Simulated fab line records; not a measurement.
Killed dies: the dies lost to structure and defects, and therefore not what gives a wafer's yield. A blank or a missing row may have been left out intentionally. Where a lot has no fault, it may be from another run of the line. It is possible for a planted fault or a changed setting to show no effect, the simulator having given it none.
Which of the tools did it? + flow gf180mcu + 11 lots with 32 wafers sampled at 5 steps, on a route of 602 steps

WHAT EACH GAUGE READ, for each wafer
GF_V5_BOW_MEAS_05. Usual: V5_BOW typically reads 134 um, with standard deviation 9.8.
| lot  | measured     | on           | V5_BOW (um) | flag |
|------|--------------|--------------|-------------|------|
| L703 | day 26 16:14 | filmMetro-03 | 137 145 155 |      |
| L704 | day 26 16:50 | filmMetro-01 | 132 125 123 |      |
| L705 | day 27 03:39 | filmMetro-01 | 135 135 132 |      |
| L708 | day 27 20:15 | filmMetro-03 | 133 129 140 |      |
| L710 | day 28 15:29 | filmMetro-04 | 128 127 115 |      |
| L713 | day 29 12:02 | filmMetro-01 | 146 141 137 |      |
| L714 | day 29 21:34 | filmMetro-03 | 131 140 130 |      |
| L716 | day 30 14:39 | filmMetro-01 | 148 120 132 |      |
| L719 | day 31 05:02 | filmMetro-03 | 149 137     |      |
| L725 | day 32 15:26 | filmMetro-01 | 143 123 135 |      |
| L726 | day 32 20:54 | filmMetro-03 | 137 139 142 |      |

EACH LOT AND THE TOOL THAT RAN IT (in order: tool; ch and the chambers of the sampled wafers; start)
| lot  | GF_MIM_SPUTTER_03           | GF_M5_ETCH_09                     | GF_M5_METAL_ETCH_10              | GF_M5_STRIP_11                      |
|------|-----------------------------|-----------------------------------|----------------------------------|-------------------------------------|
| L703 | pvdSputter-02, day 24 19:16 | rieDiel-02 ch 1,2,3, day 26 14:53 | rieMetal-01 ch 0,1, day 26 14:54 | plasmaAsher-01 ch 0,1, day 26 15:02 |
| L704 | pvdSputter-03, day 24 20:41 | rieDiel-04 ch 0,3, day 26 15:24   | rieMetal-04 ch 0,1, day 26 15:25 | plasmaAsher-03 ch 0,1, day 26 15:33 |
| L705 | pvdSputter-02, day 25 08:15 | rieDiel-04 ch 0,1,2, day 27 02:17 | rieMetal-03 ch 0,1, day 27 02:21 | plasmaAsher-04 ch 0,1, day 27 02:28 |
| L708 | pvdSputter-03, day 26 00:57 | rieDiel-03 ch 0,1,2, day 27 18:56 | rieMetal-01 ch 0,1, day 27 18:57 | plasmaAsher-04 ch 0,1, day 27 19:05 |
| L710 | pvdSputter-03, day 26 20:33 | rieDiel-04 ch 2,3, day 28 14:14   | rieMetal-03 ch 1, day 28 14:16   | plasmaAsher-01 ch 0,1, day 28 14:23 |
| L713 | pvdSputter-03, day 27 18:55 | rieDiel-03 ch 0,1,3, day 29 10:44 | rieMetal-03 ch 0,1, day 29 10:45 | plasmaAsher-04 ch 0,1, day 29 10:53 |
| L714 | pvdSputter-04, day 28 04:35 | rieDiel-02 ch 1,2,3, day 29 20:17 | rieMetal-04 ch 0,1, day 29 20:19 | plasmaAsher-04 ch 0,1, day 29 20:27 |
| L716 | pvdSputter-02, day 28 21:47 | rieDiel-03 ch 0,1,2, day 30 13:23 | rieMetal-03 ch 0,1, day 30 13:25 | plasmaAsher-04 ch 0,1, day 30 13:33 |
| L719 | pvdSputter-03, day 29 14:23 | rieDiel-03 ch 0,3, day 31 03:47   | rieMetal-01 ch 0,1, day 31 03:48 | plasmaAsher-03 ch 0,1, day 31 03:56 |
| L725 | pvdSputter-04, day 31 03:26 | rieDiel-02 ch 0,1,3, day 32 14:11 | rieMetal-01 ch 0,1, day 32 14:12 | plasmaAsher-01 ch 0,1, day 32 14:20 |
| L726 | pvdSputter-04, day 31 09:36 | rieDiel-02 ch 0,2,3, day 32 19:26 | rieMetal-03 ch 0,1, day 32 19:30 | plasmaAsher-01 ch 0,1, day 32 19:37 |
- GF_MIM_SPUTTER_03: material Ti, target thk 10 nm, time 6.7 s.
- GF_M5_ETCH_09: etches Si3N4 in CF4/O2, target depth 52 nm, time 11.6 s.
- GF_M5_METAL_ETCH_10: etches the open film in Cl2/BCl3, stops on SiO2, target depth 750.8 nm, time 125.1 s.
- GF_M5_STRIP_11: strips in O2/N2.

WHAT THE TOOLS THEMSELVES READ (means of the sampled wafers that have a number; where no wafer has one, the mark that the record gives instead)
GF_MIM_SPUTTER_03. Usual: throttleValvePct reads 30.2 % (standard deviation 0.68).
| lot  | tool          | throttleValvePct (%) | flag |
|------|---------------|----------------------|------|
| L703 | pvdSputter-02 | 31.2                 |      |
| L704 | pvdSputter-03 | 29.7                 |      |
| L705 | pvdSputter-02 | 30.9                 |      |
| L708 | pvdSputter-03 | 30.0                 |      |
| L710 | pvdSputter-03 | 29.7                 |      |
| L713 | pvdSputter-03 | 29.6                 |      |
| L714 | pvdSputter-04 | 29.8                 |      |
| L716 | pvdSputter-02 | 30.8                 |      |
| L719 | pvdSputter-03 | 29.7                 |      |
| L725 | pvdSputter-04 | 30.0                 |      |
| L726 | pvdSputter-04 | 30.3                 |      |

GF_M5_ETCH_09. Usual: O2_flow_sccm 9.998 sccm, standard deviation 0.029; biasW 150.0 W, standard deviation 0.41; cf4FlowSccm 80.01 sccm, standard deviation 0.25; drypumpMotorCurrentA 5.60 A, standard deviation 0.25; oesProductAu 0.993 a.u., standard deviation 0.015; throttleValvePct 5.968 %, standard deviation 0.0098.
| lot  | tool       | O2_flow_sccm (sccm) | biasW (W) | cf4FlowSccm (sccm) | drypumpMotorCurrentA (A) | oesProductAu (a.u.) | throttleValvePct (%) | flag |
|------|------------|---------------------|-----------|--------------------|--------------------------|---------------------|----------------------|------|
| L703 | rieDiel-02 | 9.996               | 150.1     | 80.02              | 5.66                     | 1.006               | 5.967                |      |
| L704 | rieDiel-04 | 10.042              | 150.0     | 80.04              | 5.68                     | 0.997               | 5.974                |      |
| L705 | rieDiel-04 | 10.011              | 150.0     | 79.82              | 5.45                     | 0.989               | 5.972                |      |
| L708 | rieDiel-03 | 10.035              | 150.1     | 79.84              | 5.66                     | 0.983               | 5.970                |      |
| L710 | rieDiel-04 | 9.998               | 150.6     | 79.82              | 5.67                     | 1.004               | 5.974                |      |
| L713 | rieDiel-03 | 9.992               | 149.7     | 80.01              | 5.83                     | 0.997               | 5.969                |      |
| L714 | rieDiel-02 | 9.994               | 149.9     | 79.79              | 5.69                     | 1.007               | 5.979                |      |
| L716 | rieDiel-03 | 9.997               | 149.7     | 79.92              | 5.66                     | 0.993               | 5.968                |      |
| L719 | rieDiel-03 | 9.992               | 149.4     | 80.00              | 5.78                     | 0.998               | 5.966                |      |
| L725 | rieDiel-02 | 9.979               | 150.1     | 79.95              | 5.52                     | 0.991               | 5.970                |      |
| L726 | rieDiel-02 | 9.977               | 150.5     | 80.08              | 5.69                     | 0.994               | 5.958                |      |

GF_M5_METAL_ETCH_10. Usual: biasW 140.0 W, standard deviation 0.42; drypumpMotorCurrentA 5.68 A, standard deviation 0.25; oesProductAu 0.988 a.u., standard deviation 0.0074; throttleValvePct 28.232 %, standard deviation 0.011.
| lot  | tool        | biasW (W) | drypumpMotorCurrentA (A) | oesProductAu (a.u.) | throttleValvePct (%) | flag |
|------|-------------|-----------|--------------------------|---------------------|----------------------|------|
| L703 | rieMetal-01 | 139.9     | 5.68                     | 0.997               | 28.235               |      |
| L704 | rieMetal-04 | 140.3     | 5.70                     | 0.995               | 28.223               |      |
| L705 | rieMetal-03 | 139.6     | 5.81                     | 0.994               | 28.230               |      |
| L708 | rieMetal-01 | 140.0     | 5.46                     | 0.981               | 28.250               |      |
| L710 | rieMetal-03 | 140.0     | 5.52                     | 0.990               | 28.229               |      |
| L713 | rieMetal-03 | 139.9     | 5.67                     | 0.988               | 28.226               |      |
| L714 | rieMetal-04 | 140.4     | 5.72                     | 0.986               | 28.221               |      |
| L716 | rieMetal-03 | 140.5     | 5.83                     | 0.990               | 28.224               |      |
| L719 | rieMetal-01 | 140.4     | 5.58                     | 0.976               | 28.241               |      |
| L725 | rieMetal-01 | 139.6     | 5.68                     | 0.980               | 28.247               |      |
| L726 | rieMetal-03 | 139.9     | 5.67                     | 0.989               | 28.228               |      |

GF_M5_STRIP_11. Usual: drypumpMotorCurrentA 5.7 A, standard deviation 0.31; heaterPowerW 321 W, standard deviation 36; oesProductAu 0.525 a.u., standard deviation 0.0051; stripTimeToEndpointS 7.07 s, standard deviation 0.049.
| lot  | tool           | drypumpMotorCurrentA (A) | heaterPowerW (W) | oesProductAu (a.u.) | stripTimeToEndpointS (s) | flag |
|------|----------------|--------------------------|------------------|---------------------|--------------------------|------|
| L703 | plasmaAsher-01 | 6.2                      | 303              | 0.527               | 7.09                     |      |
| L704 | plasmaAsher-03 | 5.5                      | 359              | 0.528               | 7.02                     |      |
| L705 | plasmaAsher-04 | 5.5                      | 282              | 0.522               | 7.01                     |      |
| L708 | plasmaAsher-04 | 5.7                      | 307              | 0.531               | 7.14                     |      |
| L710 | plasmaAsher-01 | 6.2                      | 296              | 0.526               | 7.11                     |      |
| L713 | plasmaAsher-04 | 5.7                      | 301              | 0.523               | 7.09                     |      |
| L714 | plasmaAsher-04 | 5.5                      | 283              | 0.524               | 7.01                     |      |
| L716 | plasmaAsher-04 | 5.7                      | 302              | 0.524               | 7.05                     |      |
| L719 | plasmaAsher-03 | 5.5                      | 358              | 0.532               | 7.21                     |      |
| L725 | plasmaAsher-01 | 6.0                      | 309              | 0.526               | 7.11                     |      |
| L726 | plasmaAsher-01 | 6.0                      | 312              | 0.528               | 7.05                     |      |

THE ANSWER, worked out from the rows above alone
Rule: lot off if the mean of its wafers having a number is beyond 3 standard deviations from the usual mean. Also off: a lot with no number at a reading for which 4 or more lots have one. Where the step has rows for the other lots, those lots are counted as sound. After the gauges, taken in route order, come the tools' own readings; for these a lot's mean is taken, as printed above. At the first step where some lot is off, the reading lying furthest off is the one used; lots without a number count as furthest.
Across all readings shown, no lot is off: no conclusion can be drawn from this.

WHAT THE SIMULATOR HAD PUT IN
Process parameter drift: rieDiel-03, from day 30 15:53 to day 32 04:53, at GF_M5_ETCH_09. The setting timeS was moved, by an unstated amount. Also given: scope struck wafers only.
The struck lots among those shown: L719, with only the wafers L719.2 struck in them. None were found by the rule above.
